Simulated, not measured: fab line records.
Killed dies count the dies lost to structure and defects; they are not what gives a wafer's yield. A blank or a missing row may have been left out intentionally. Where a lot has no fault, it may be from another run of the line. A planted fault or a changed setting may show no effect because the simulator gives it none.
Which tool was responsible? :: flow sky130 :: 12 lots, 36 wafers sampled, at 5 steps of a route of 708

== WHAT EACH GAUGE READ, for each wafer ==
Not one reading of a measure or inspect step in the record can be checked against a usual standard deviation.

== EACH LOT AND THE TOOL THAT RAN IT (in order: tool; ch and the chambers of the sampled wafers; start) ==
lot: L959
SKY_CONTACT_ETCH_18: rie-diel-02 ch 0,1, day 32 04:00
SKY_METAL4_SPUTTER_02: pvd-sputter-02, day 40 09:16
SKY_METAL5_DESCUM_14: rie-metal-04 ch 0, day 44 10:05
SKY_PAD_OPEN_ETCH_07: rie-diel-01 ch 0,2, day 46 05:58
SKY_PAD_OPEN_PROBE_99: -

lot: L960
SKY_CONTACT_ETCH_18: rie-diel-02 ch 0,2,3, day 32 22:00
SKY_METAL4_SPUTTER_02: pvd-sputter-03, day 40 23:46
SKY_METAL5_DESCUM_14: rie-metal-03 ch 0,1, day 45 00:04
SKY_PAD_OPEN_ETCH_07: rie-diel-01 ch 1,2,3, day 46 19:52
SKY_PAD_OPEN_PROBE_99: prober-02, day 46 22:47

lot: L961
SKY_CONTACT_ETCH_18: rie-diel-01 ch 1,2,3, day 33 00:00
SKY_METAL4_SPUTTER_02: pvd-sputter-03, day 41 03:02
SKY_METAL5_DESCUM_14: rie-metal-04 ch 0, day 45 02:56
SKY_PAD_OPEN_ETCH_07: rie-diel-01 ch 1,2,3, day 46 22:47
SKY_PAD_OPEN_PROBE_99: prober-01, day 47 01:09

lot: L962
SKY_CONTACT_ETCH_18: rie-diel-03 ch 2,3, day 33 14:00
SKY_METAL4_SPUTTER_02: pvd-sputter-04, day 41 14:53
SKY_METAL5_DESCUM_14: rie-metal-04 ch 0,1, day 45 14:37
SKY_PAD_OPEN_ETCH_07: rie-diel-03 ch 0,1,3, day 47 08:20
SKY_PAD_OPEN_PROBE_99: prober-02, day 47 10:43

lot: L963
SKY_CONTACT_ETCH_18: rie-diel-02 ch 1,2, day 33 21:00
SKY_METAL4_SPUTTER_02: pvd-sputter-03, day 41 21:14
SKY_METAL5_DESCUM_14: rie-metal-04 ch 0,1, day 45 20:37
SKY_PAD_OPEN_ETCH_07: rie-diel-02 ch 2,3, day 47 13:40
SKY_PAD_OPEN_PROBE_99: prober-01, day 47 16:01

lot: L965
SKY_CONTACT_ETCH_18: rie-diel-02 ch 1,2,3, day 34 01:00
SKY_METAL4_SPUTTER_02: pvd-sputter-02, day 41 22:32
SKY_METAL5_DESCUM_14: rie-metal-02 ch 0, day 45 21:20
SKY_PAD_OPEN_ETCH_07: rie-diel-01 ch 0,1,3, day 47 16:17
SKY_PAD_OPEN_PROBE_99: prober-01, day 47 18:38

lot: L967
SKY_CONTACT_ETCH_18: rie-diel-02 ch 0,1,2, day 34 22:00
SKY_METAL4_SPUTTER_02: pvd-sputter-04, day 42 17:00
SKY_METAL5_DESCUM_14: rie-metal-02 ch 0, day 46 13:29
SKY_PAD_OPEN_ETCH_07: rie-diel-01 ch 1,2,3, day 48 06:58
SKY_PAD_OPEN_PROBE_99: prober-01, day 48 09:17

lot: L971
SKY_CONTACT_ETCH_18: rie-diel-01 ch 0,3, day 36 05:00
SKY_METAL4_SPUTTER_02: pvd-sputter-02, day 43 22:37
SKY_METAL5_DESCUM_14: rie-metal-03 ch 0,1, day 47 15:04
SKY_PAD_OPEN_ETCH_07: rie-diel-02 ch 0,1, day 49 05:55
SKY_PAD_OPEN_PROBE_99: prober-01, day 49 08:20

lot: L973
SKY_CONTACT_ETCH_18: rie-diel-01 ch 1,3, day 36 13:00
SKY_METAL4_SPUTTER_02: pvd-sputter-02, day 44 06:18
SKY_METAL5_DESCUM_14: rie-metal-04 ch 0,1, day 47 21:55
SKY_PAD_OPEN_ETCH_07: rie-diel-02 ch 0,1,3, day 49 13:04
SKY_PAD_OPEN_PROBE_99: -

lot: L979
SKY_CONTACT_ETCH_18: rie-diel-02 ch 0,3, day 38 10:00
SKY_METAL4_SPUTTER_02: pvd-sputter-02, day 45 18:42
SKY_METAL5_DESCUM_14: rie-metal-02 ch 0, day 49 04:53
SKY_PAD_OPEN_ETCH_07: rie-diel-02 ch 0,3, day 50 14:49
SKY_PAD_OPEN_PROBE_99: -

lot: L978
SKY_CONTACT_ETCH_18: rie-diel-01 ch 2,3, day 38 10:00
SKY_METAL4_SPUTTER_02: pvd-sputter-04, day 45 21:34
SKY_METAL5_DESCUM_14: rie-metal-04 ch 0,1, day 49 08:17
SKY_PAD_OPEN_ETCH_07: rie-diel-02 ch 0,1,2, day 50 17:14
SKY_PAD_OPEN_PROBE_99: -

lot: L981
SKY_CONTACT_ETCH_18: rie-diel-02 ch 1,2, day 38 17:00
SKY_METAL4_SPUTTER_02: pvd-sputter-02, day 46 00:46
SKY_METAL5_DESCUM_14: rie-metal-02 ch 0,1, day 49 10:11
SKY_PAD_OPEN_ETCH_07: rie-diel-02 ch 1,2,3, day 50 20:04
SKY_PAD_OPEN_PROBE_99: -
- SKY_CONTACT_ETCH_18: etches Si3N4 in CHF3/O2, stops on TiN, time 39 s, target depth 75 nm.
- SKY_METAL4_SPUTTER_02: material AlCu, target thk 735 nm, time 39.1 s.
- SKY_METAL5_DESCUM_14: chemistry O2, time 11 s.
- SKY_PAD_OPEN_ETCH_07: etches the open film in CF4/O2, stops on AlCu, target depth 725 nm, time 161.1 s.
- SKY_PAD_OPEN_PROBE_99

== AS READ BY THE TOOLS THEMSELVES (means over the sampled wafers that have a number; for cases with no such wafer, the mark the record gives instead) ==
SKY_CONTACT_ETCH_18. Usual: drypump-motor-current-A 5.9 A, standard deviation 0.34; oes-product-au 0.853 a.u., standard deviation 0.0079; throttle-valve-pct 8.793 %, standard deviation 0.0087.
lot: L959
tool: rie-diel-02
drypump-motor-current-A (A): 5.6
oes-product-au (a.u.): 0.857
throttle-valve-pct (%): 8.782
flag: 

lot: L960
tool: rie-diel-02
drypump-motor-current-A (A): 5.9
oes-product-au (a.u.): 0.852
throttle-valve-pct (%): 8.790
flag: 

lot: L961
tool: rie-diel-01
drypump-motor-current-A (A): 5.8
oes-product-au (a.u.): 0.856
throttle-valve-pct (%): 8.799
flag: 

lot: L962
tool: rie-diel-03
drypump-motor-current-A (A): 5.9
oes-product-au (a.u.): 0.852
throttle-valve-pct (%): 8.793
flag: 

lot: L963
tool: rie-diel-02
drypump-motor-current-A (A): 6.4
oes-product-au (a.u.): 0.855
throttle-valve-pct (%): 8.791
flag: 

lot: L965
tool: rie-diel-02
drypump-motor-current-A (A): 6.3
oes-product-au (a.u.): 0.857
throttle-valve-pct (%): 8.796
flag: 

lot: L967
tool: rie-diel-02
drypump-motor-current-A (A): 6.0
oes-product-au (a.u.): 0.854
throttle-valve-pct (%): 8.788
flag: 

lot: L971
tool: rie-diel-01
drypump-motor-current-A (A): 5.9
oes-product-au (a.u.): 0.857
throttle-valve-pct (%): 8.791
flag: 

lot: L973
tool: rie-diel-01
drypump-motor-current-A (A): 5.9
oes-product-au (a.u.): 0.853
throttle-valve-pct (%): 8.791
flag: 

lot: L979
tool: rie-diel-02
drypump-motor-current-A (A): 5.4
oes-product-au (a.u.): 0.851
throttle-valve-pct (%): 8.800
flag: 

lot: L978
tool: rie-diel-01
drypump-motor-current-A (A): 5.7
oes-product-au (a.u.): 0.859
throttle-valve-pct (%): 8.797
flag: 

lot: L981
tool: rie-diel-02
drypump-motor-current-A (A): 6.4
oes-product-au (a.u.): 0.854
throttle-valve-pct (%): 8.788
flag: 

SKY_METAL4_SPUTTER_02. Usual: chamber-pressure-pa 0.4000 Pa, standard deviation 0.00079; throttle-valve-pct 29.8 %, standard deviation 0.71.
lot: L959
tool: pvd-sputter-02
chamber-pressure-pa (Pa): 0.4001
throttle-valve-pct (%): 30.3
flag: 

lot: L960
tool: pvd-sputter-03
chamber-pressure-pa (Pa): 0.4000
throttle-valve-pct (%): 29.7
flag: 

lot: L961
tool: pvd-sputter-03
chamber-pressure-pa (Pa): 0.4003
throttle-valve-pct (%): 29.7
flag: 

lot: L962
tool: pvd-sputter-04
chamber-pressure-pa (Pa): 0.3991
throttle-valve-pct (%): 29.5
flag: 

lot: L963
tool: pvd-sputter-03
chamber-pressure-pa (Pa): 0.4001
throttle-valve-pct (%): 29.6
flag: 

lot: L965
tool: pvd-sputter-02
chamber-pressure-pa (Pa): 0.4009
throttle-valve-pct (%): 30.0
flag: 

lot: L967
tool: pvd-sputter-04
chamber-pressure-pa (Pa): 0.4000
throttle-valve-pct (%): 29.8
flag: 

lot: L971
tool: pvd-sputter-02
chamber-pressure-pa (Pa): 0.3999
throttle-valve-pct (%): 30.0
flag: 

lot: L973
tool: pvd-sputter-02
chamber-pressure-pa (Pa): 0.3998
throttle-valve-pct (%): 29.8
flag: 

lot: L979
tool: pvd-sputter-02
chamber-pressure-pa (Pa): 0.3998
throttle-valve-pct (%): 30.3
flag: 

lot: L978
tool: pvd-sputter-04
chamber-pressure-pa (Pa): 0.3995
throttle-valve-pct (%): 29.5
flag: 

lot: L981
tool: pvd-sputter-02
chamber-pressure-pa (Pa): 0.4000
throttle-valve-pct (%): 29.8
flag: 

SKY_METAL5_DESCUM_14. Usual: drypump-motor-current-A 5.6 A, standard deviation 0.46; oes-product-au 0.998 a.u., standard deviation 0.0073.
lot: L959
tool: rie-metal-04
drypump-motor-current-A (A): 6.0
oes-product-au (a.u.): 0.995
flag: 

lot: L960
tool: rie-metal-03
drypump-motor-current-A (A): 5.7
oes-product-au (a.u.): 0.996
flag: 

lot: L961
tool: rie-metal-04
drypump-motor-current-A (A): 5.9
oes-product-au (a.u.): 0.990
flag: 

lot: L962
tool: rie-metal-04
drypump-motor-current-A (A): 5.7
oes-product-au (a.u.): 0.989
flag: 

lot: L963
tool: rie-metal-04
drypump-motor-current-A (A): 5.4
oes-product-au (a.u.): 1.002
flag: 

lot: L965
tool: rie-metal-02
drypump-motor-current-A (A): 5.2
oes-product-au (a.u.): 0.999
flag: 

lot: L967
tool: rie-metal-02
drypump-motor-current-A (A): 5.2
oes-product-au (a.u.): 0.995
flag: 

lot: L971
tool: rie-metal-03
drypump-motor-current-A (A): 5.6
oes-product-au (a.u.): 0.991
flag: 

lot: L973
tool: rie-metal-04
drypump-motor-current-A (A): 5.4
oes-product-au (a.u.): 0.996
flag: 

lot: L979
tool: rie-metal-02
drypump-motor-current-A (A): 5.2
oes-product-au (a.u.): 0.994
flag: 

lot: L978
tool: rie-metal-04
drypump-motor-current-A (A): 5.7
oes-product-au (a.u.): 1.005
flag: 

lot: L981
tool: rie-metal-02
drypump-motor-current-A (A): 6.0
oes-product-au (a.u.): 1.006
flag: 

SKY_PAD_OPEN_ETCH_07. Usual: drypump-motor-current-A 6.0 A, standard deviation 0.36; oes-product-au 0.977 a.u., standard deviation 0.0075; throttle-valve-pct 5.965 %, standard deviation 0.0087.
lot: L959
tool: rie-diel-01
drypump-motor-current-A (A): 5.7
oes-product-au (a.u.): 0.980
throttle-valve-pct (%): 5.969
flag: 

lot: L960
tool: rie-diel-01
drypump-motor-current-A (A): 5.8
oes-product-au (a.u.): 0.974
throttle-valve-pct (%): 5.962
flag: 

lot: L961
tool: rie-diel-01
drypump-motor-current-A (A): 5.8
oes-product-au (a.u.): 0.978
throttle-valve-pct (%): 5.967
flag: 

lot: L962
tool: rie-diel-03
drypump-motor-current-A (A): 5.9
oes-product-au (a.u.): 0.972
throttle-valve-pct (%): 5.962
flag: 

lot: L963
tool: rie-diel-02
drypump-motor-current-A (A): 6.2
oes-product-au (a.u.): 0.979
throttle-valve-pct (%): 5.976
flag: 

lot: L965
tool: rie-diel-01
drypump-motor-current-A (A): 5.9
oes-product-au (a.u.): 0.975
throttle-valve-pct (%): 5.968
flag: 

lot: L967
tool: rie-diel-01
drypump-motor-current-A (A): 5.8
oes-product-au (a.u.): 0.982
throttle-valve-pct (%): 5.962
flag: 

lot: L971
tool: rie-diel-02
drypump-motor-current-A (A): 5.9
oes-product-au (a.u.): 0.979
throttle-valve-pct (%): 5.961
flag: 

lot: L973
tool: rie-diel-02
drypump-motor-current-A (A): 5.8
oes-product-au (a.u.): 0.989
throttle-valve-pct (%): 5.969
flag: 

lot: L979
tool: rie-diel-02
drypump-motor-current-A (A): 5.5
oes-product-au (a.u.): 0.976
throttle-valve-pct (%): 5.967
flag: 

lot: L978
tool: rie-diel-02
drypump-motor-current-A (A): 6.0
oes-product-au (a.u.): 0.979
throttle-valve-pct (%): 5.963
flag: 

lot: L981
tool: rie-diel-02
drypump-motor-current-A (A): 6.2
oes-product-au (a.u.): 0.986
throttle-valve-pct (%): 5.969
flag: 

SKY_PAD_OPEN_PROBE_99. Usual: killed_at_M0_to_M3 45, standard deviation 7.2; killed_at_M4_up 3.0, standard deviation 1.8; killed-at-contacts 25, standard deviation 6.1; killed-at-front-end 14, standard deviation 4.4; killed-at-other 0.2, standard deviation 0.44; killed-dies 88, standard deviation 10; killed-open 48, standard deviation 7.4; killed-short 40, standard deviation 6.3.
lot: L960
tool: prober-02
killed_at_M0_to_M3: 43
killed_at_M4_up: 2.7
killed-at-contacts: 28
killed-at-front-end: 15
killed-at-other: 0.3
killed-dies: 89
killed-open: 52
killed-short: 38
flag: 

lot: L961
tool: prober-01
killed_at_M0_to_M3: 49
killed_at_M4_up: 4.7
killed-at-contacts: 25
killed-at-front-end: 11
killed-at-other: 0.0
killed-dies: 89
killed-open: 50
killed-short: 38
flag: 

lot: L962
tool: prober-02
killed_at_M0_to_M3: 55
killed_at_M4_up: 3.0
killed-at-contacts: 26
killed-at-front-end: 12
killed-at-other: 0.0
killed-dies: 96
killed-open: 48
killed-short: 48
flag: 

lot: L963
tool: prober-01
killed_at_M0_to_M3: 38
killed_at_M4_up: 1.0
killed-at-contacts: 24
killed-at-front-end: 15
killed-at-other: 0.0
killed-dies: 78
killed-open: 45
killed-short: 33
flag: 

lot: L965
tool: prober-01
killed_at_M0_to_M3: 37
killed_at_M4_up: 3.7
killed-at-contacts: 66
killed-at-front-end: 13
killed-at-other: 0.0
killed-dies: 120
killed-open: 39
killed-short: 37
flag: OFF

lot: L967
tool: prober-01
killed_at_M0_to_M3: 49
killed_at_M4_up: 1.3
killed-at-contacts: 69
killed-at-front-end: 17
killed-at-other: 0.3
killed-dies: 137
killed-open: 51
killed-short: 41
flag: OFF

lot: L971
tool: prober-01
killed_at_M0_to_M3: 43
killed_at_M4_up: 2.7
killed-at-contacts: 25
killed-at-front-end: 14
killed-at-other: 0.3
killed-dies: 85
killed-open: 45
killed-short: 40
flag: 

== THE ANSWER, worked out from the rows above alone ==
Rule: lot off if the mean of its wafers having a number is beyond 3 standard deviations from the usual mean. A lot without any number at a reading at which 4 lots or more have one is off too. Where the step has rows for the other lots, those lots are counted as sound. After the gauges, taken in route order, come the tools' own readings; for these a lot's mean is taken, as printed above. The first step at which some lot is off is used, and at that step the reading that is off furthest; a lot without a number counts as furthest.
Off: L965, L967 (SKY_PAD_OPEN_PROBE_99, killed-at-contacts). Neither off nor sound, because the step has no rows for them: L959, L973, L979, L978, L981.
A tool fits if, at that step or a process step before it, it ran every lot that is off, and no sound lot after the first of them. Can't be told from this: 3 tools fit, rie-diel-02 at SKY_CONTACT_ETCH_18, rie-metal-02 at SKY_METAL5_DESCUM_14, rie-diel-01 at SKY_PAD_OPEN_ETCH_07.

== WHAT WAS PUT IN BY THE SIMULATOR ==
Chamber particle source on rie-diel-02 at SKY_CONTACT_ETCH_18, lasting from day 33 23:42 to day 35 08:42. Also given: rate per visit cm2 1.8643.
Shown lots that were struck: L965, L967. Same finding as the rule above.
